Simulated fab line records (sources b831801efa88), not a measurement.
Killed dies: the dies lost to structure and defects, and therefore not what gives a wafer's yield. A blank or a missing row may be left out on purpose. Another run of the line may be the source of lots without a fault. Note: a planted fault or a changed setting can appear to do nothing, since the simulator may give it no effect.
Which tool is to blame?    flow gf180mcu    13 lots, 38 wafers sampled, at 6 steps of a route of 602

WHAT THE GAUGES SHOWED, per wafer
GF_HV_LDD_CD_MEAS_07 targets a cd of 400 nm. Usual: cd nm reads 400.1 nm (standard deviation 2).
lot   measured      on         cd nm (nm)         flag
L680  day 10 01:41  cd sem-01  400.5 398.3 400.5  
L682  day 10 14:14  cd sem-02  398.4 401.4 399.4  
L683  day 11 03:32  cd sem-02  400.5 402.3 402.7  
L685  day 11 13:50  cd sem-02  399.4 400.2 399.4  
L686  day 12 00:55  cd sem-01  400.3 398.2 399.9  
L687  day 12 11:16  cd sem-01  396.7 399.9 397.1  
L688  day 12 11:07  cd sem-02  400.4 400.6 398.0  
L689  day 12 19:25  cd sem-01  402.7 401.9 403.2  
L691  day 13 09:11  cd sem-02  401.6 399.3 398.7  
L692  day 13 15:20  cd sem-02  400.7 400.5 400.1  
L693  day 14 02:20  cd sem-02  401.5 401.0 402.4  
L700  day 15 22:47  cd sem-01  423.9 422.6        OFF
L703  day 17 02:02  cd sem-01  399.6 402.2 402.0  

GF_PASSIVATION_THK_MEAS_03. Usual: PASSIVATION_CVD_02_THK typically reads 703 nm, with standard deviation 7.2.
lot   measured      on             PASSIVATION_CVD_02_THK (nm)  flag
L680  day 28 09:13  film metro-02  690 697 698                  
L682  day 28 17:26  film metro-03  688 703 703                  
L683  day 29 06:05  film metro-03  705 711 704                  
L685  day 29 20:55  film metro-02  693 710 707                  
L686  day 30 03:24  film metro-03  700 705 704                  
L687  day 30 17:05  film metro-04  701 710 707                  
L688  day 30 15:28  film metro-02  699 709 715                  
L689  day 30 22:04  film metro-02  704 692 707                  
L691  day 31 09:23  film metro-02  695 691 700                  
L692  day 31 20:32  film metro-03  701 714 704                  
L693  day 32 01:37  film metro-03  695 711 711                  
L700  day 33 14:24  film metro-03  709 703                      
L703  day 34 07:42  film metro-04  698 706 707                  

EACH LOT AND THE TOOL THAT RAN IT (in order: tool; ch and the chambers of the sampled wafers; start)
lot   GF_HV_LDD_COAT_02                  GF_HV_LDD_STRIP_10                    GF_V2_CVD_02                     GF_PASSIVATION_CVD_02
L680  litho track-01 ch 0, day 9 17:16   plasma asher-03 ch 0,1, day 10 01:59  pecvd-04 ch 0,1,2, day 19 09:12  pecvd-04 ch 1,2, day 28 08:54
L682  litho track-01 ch 0, day 10 05:04  plasma asher-03 ch 0,1, day 10 14:32  pecvd-04 ch 0,2, day 19 23:24    pecvd-02 ch 0,2, day 28 17:04
L683  litho track-03 ch 0, day 10 17:59  plasma asher-03 ch 0,1, day 11 03:50  pecvd-02 ch 0,1,2, day 20 15:25  pecvd-01 ch 0,1,2, day 29 05:48
L685  litho track-01 ch 0, day 11 04:41  plasma asher-03 ch 0,1, day 11 14:07  pecvd-04 ch 0,1,2, day 21 07:28  pecvd-02 ch 0,2, day 29 20:37
L686  litho track-02 ch 0, day 11 14:46  plasma asher-04 ch 0, day 12 01:11    pecvd-03 ch 0,1,2, day 21 17:48  pecvd-02 ch 0,1,2, day 30 03:06
L687  litho track-01 ch 0, day 12 00:19  plasma asher-03 ch 0,1, day 12 11:34  pecvd-04 ch 0,1,2, day 22 10:29  pecvd-01 ch 0,1, day 30 16:48
L688  litho track-02 ch 0, day 12 00:19  plasma asher-02 ch 0,1, day 12 11:23  pecvd-03 ch 0,2, day 22 09:29    pecvd-02 ch 0,1, day 30 15:11
L689  litho track-02 ch 0, day 12 09:19  plasma asher-04 ch 0,1, day 12 19:41  pecvd-02 ch 0,2, day 22 18:14    pecvd-02 ch 0,2, day 30 21:46
L691  litho track-02 ch 0, day 12 23:14  plasma asher-02 ch 0,1, day 13 09:30  pecvd-04 ch 0,1,2, day 23 07:44  pecvd-04 ch 0,1,2, day 31 09:05
L692  litho track-03 ch 0, day 13 04:41  plasma asher-03 ch 1, day 13 15:38    pecvd-04 ch 1,2, day 23 20:49    pecvd-01 ch 0,1,2, day 31 20:15
L693  litho track-02 ch 0, day 13 15:41  plasma asher-02 ch 0,1, day 14 02:38  pecvd-02 ch 0,2, day 24 04:16    pecvd-04 ch 0,1, day 32 01:18
L700  litho track-03 ch 0, day 15 11:29  plasma asher-03 ch 0,1, day 15 23:05  pecvd-03 ch 0,2, day 26 02:39    pecvd-04 ch 0,1, day 33 14:05
L703  litho track-01 ch 0, day 16 14:21  plasma asher-03 ch 0,1, day 17 02:20  pecvd-03 ch 1,2, day 27 01:32    pecvd-04 ch 1,2, day 34 07:23
- GF_HV_LDD_COAT_02: resist thk 1000 nm.
- GF_HV_LDD_STRIP_10: strips in O2/N2.
- GF_V2_CVD_02: deposits SiO2 from TEOS, target thk 850 nm, time 94.851 s.
- GF_PASSIVATION_CVD_02: deposits Si3N4, target thk 700 nm, time 486.18 s.

WHAT THE TOOLS THEMSELVES READ (means of the sampled wafers that have a number; where no wafer has one, the mark that the record gives instead)
GF_HV_LDD_COAT_02. Usual: chill plate temp C reads 23.01 C (standard deviation 0.11).
lot   tool            chill plate temp C (C)  flag
L680  litho track-01  22.88                   
L682  litho track-01  23.04                   
L683  litho track-03  22.94                   
L685  litho track-01  22.92                   
L686  litho track-02  23.02                   
L687  litho track-01  23.01                   
L688  litho track-02  22.93                   
L689  litho track-02  22.95                   
L691  litho track-02  22.99                   
L692  litho track-03  22.91                   
L693  litho track-02  23.05                   
L700  litho track-03  23.09                   
L703  litho track-01  23.04                   

GF_HV_LDD_STRIP_10. Usual: drypump motor current A 5.9 A, standard deviation 0.5; heater power w 340 W, standard deviation 41; oes product au 0.715 a.u., standard deviation 0.0048; strip time to endpoint s 12.62 s, standard deviation 0.038.
lot   tool             drypump motor current A (A)  heater power w (W)  oes product au (a.u.)  strip time to endpoint s (s)  flag
L680  plasma asher-03  5.8                          341                 0.718                  12.65                         
L682  plasma asher-03  6.1                          356                 0.718                  12.64                         
L683  plasma asher-03  5.8                          344                 0.714                  12.64                         
L685  plasma asher-03  6.1                          361                 0.718                  12.65                         
L686  plasma asher-04  5.4                          284                 0.716                  12.58                         
L687  plasma asher-03  5.8                          339                 0.717                  12.59                         
L688  plasma asher-02  6.1                          367                 0.717                  12.61                         
L689  plasma asher-04  5.3                          289                 0.716                  12.61                         
L691  plasma asher-02  5.9                          348                 0.722                  12.61                         
L692  plasma asher-03  5.5                          317                 0.718                  12.67                         
L693  plasma asher-02  5.9                          347                 0.713                  12.61                         
L700  plasma asher-03  6.0                          356                 0.639                  9.86                          OFF
L703  plasma asher-03  5.8                          343                 0.714                  12.59                         

GF_V2_CVD_02. Usual: heater power w reads 647 W (standard deviation 85).
lot   tool      heater power w (W)  flag
L680  pecvd-04  675                 
L682  pecvd-04  631                 
L683  pecvd-02  562                 
L685  pecvd-04  638                 
L686  pecvd-03  681                 
L687  pecvd-04  610                 
L688  pecvd-03  660                 
L689  pecvd-02  568                 
L691  pecvd-04  671                 
L692  pecvd-04  619                 
L693  pecvd-02  534                 
L700  pecvd-03  648                 
L703  pecvd-03  725                 

GF_PASSIVATION_CVD_02. Usual: heater power w reads 688 W (standard deviation 79).
lot   tool      heater power w (W)  flag
L680  pecvd-04  721                 
L682  pecvd-02  641                 
L683  pecvd-01  746                 
L685  pecvd-02  632                 
L686  pecvd-02  617                 
L687  pecvd-01  784                 
L688  pecvd-02  626                 
L689  pecvd-02  648                 
L691  pecvd-04  712                 
L692  pecvd-01  735                 
L693  pecvd-04  689                 
L700  pecvd-04  694                 
L703  pecvd-04  696                 

THE ANSWER, worked out from the rows above alone
Rule: a lot is off if the mean of its wafers that have a number lies more than 3 standard deviations from the usual mean. A lot without any number at a reading at which 4 lots or more have one is off too. The other lots that the step has rows for count as sound. After the gauges, taken in route order, come the tools' own readings; for these a lot's mean is taken, as printed above. The first step at which some lot is off is used, and at that step the reading that is off furthest; a lot without a number counts as furthest.
Off, at GF_HV_LDD_CD_MEAS_07 on cd nm: L700.
A tool fits if, at a process step before that reading, it ran every lot that is off, and no sound lot after the first of them. The gauges at GF_HV_LDD_CD_MEAS_07 aren't tried: what is off there is off at GF_HV_LDD_STRIP_10 too, on other tools, and a gauge's error can't cause that. One fits: litho track-03 at GF_HV_LDD_COAT_02. A fault onset in the window from L692 (day 13 04:41, its last sound lot) to L700 (day 15 11:29, its first lot off) fits.

WHAT HAD BEEN PUT IN BY THE SIMULATOR
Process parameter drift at GF_HV_LDD_COAT_02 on litho track-03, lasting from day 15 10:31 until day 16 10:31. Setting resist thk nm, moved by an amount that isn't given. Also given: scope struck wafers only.
Lots struck among those shown: L700. The rule above reached the same finding.
